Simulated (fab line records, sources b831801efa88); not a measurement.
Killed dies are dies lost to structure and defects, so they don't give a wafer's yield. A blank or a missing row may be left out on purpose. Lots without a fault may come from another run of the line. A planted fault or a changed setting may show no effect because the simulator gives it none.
Which tool did it? | flow sky130 | 7 lots, 21 wafers sampled, at 2 steps of a route of 708

WHAT THE GAUGES READ, wafer by wafer
SKY_VT_ADJUST_LVTN_TW_MEAS_10.
lot  | measured     | on            | VT_ADJUST_LVTN_TW
L562 | day 7 16:57  | film_metro-03 | 240.9 243.0 242.7
L564 | day 8 03:22  | film_metro-01 | 240.6 239.9 240.4
L568 | day 9 02:38  | film_metro-02 | 129.6 128.2 128.7 128.9 127.2 128.1
L575 | day 11 04:16 | film_metro-01 | 241.7 240.6 241.3
L579 | day 12 03:11 | film_metro-02 | 242.0 239.8 242.8
L581 | day 12 11:53 | film_metro-01 | 239.8 240.1 240.1
L583 | day 13 04:52 | film_metro-02 | 243.4 243.2 242.3

WHICH TOOL RAN EACH LOT (tool, then ch and the chambers of the sampled wafers, then the start)
lot  | SKY_VT_ADJUST_LVTN_IMPLANT_08
L562 | implanter-04 ch 0, day 7 16:44
L564 | implanter-04 ch 0, day 8 03:08
L568 | implanter-04 ch 0, day 9 02:24
L575 | implanter-01 ch 0, day 11 04:03
L579 | implanter-04 ch 0, day 12 02:56
L581 | implanter-01 ch 0, day 12 11:38
L583 | implanter-03 ch 0, day 13 04:37
- SKY_VT_ADJUST_LVTN_IMPLANT_08

THE ANSWER, worked out from the rows above alone
Rule: what is usual is taken from the lots themselves. Put in order of their means at a reading, lots are off if they are a third of the lots or fewer, leave a main group of 4 or more, and stand apart from it by a gap of 3 or more times the standard deviation of the main group's means; of several such gaps the widest counts. A main group whose means are all the same, to the digits that the tables above print for the reading, isn't used. A lot without any number at a reading at which 4 lots or more have one is off too. The other lots that the step has rows for count as sound.
Off: L568, at SKY_VT_ADJUST_LVTN_TW_MEAS_10 (VT_ADJUST_LVTN_TW). The main group: mean 241.4, standard deviation 1.
A tool fits if, at a process step before that reading, it ran every lot that is off, and no sound lot after the first of them. The gauges at SKY_VT_ADJUST_LVTN_TW_MEAS_10 are tried like those tools. None of those tried fits.

WHAT THE SIMULATOR HAD PUT IN
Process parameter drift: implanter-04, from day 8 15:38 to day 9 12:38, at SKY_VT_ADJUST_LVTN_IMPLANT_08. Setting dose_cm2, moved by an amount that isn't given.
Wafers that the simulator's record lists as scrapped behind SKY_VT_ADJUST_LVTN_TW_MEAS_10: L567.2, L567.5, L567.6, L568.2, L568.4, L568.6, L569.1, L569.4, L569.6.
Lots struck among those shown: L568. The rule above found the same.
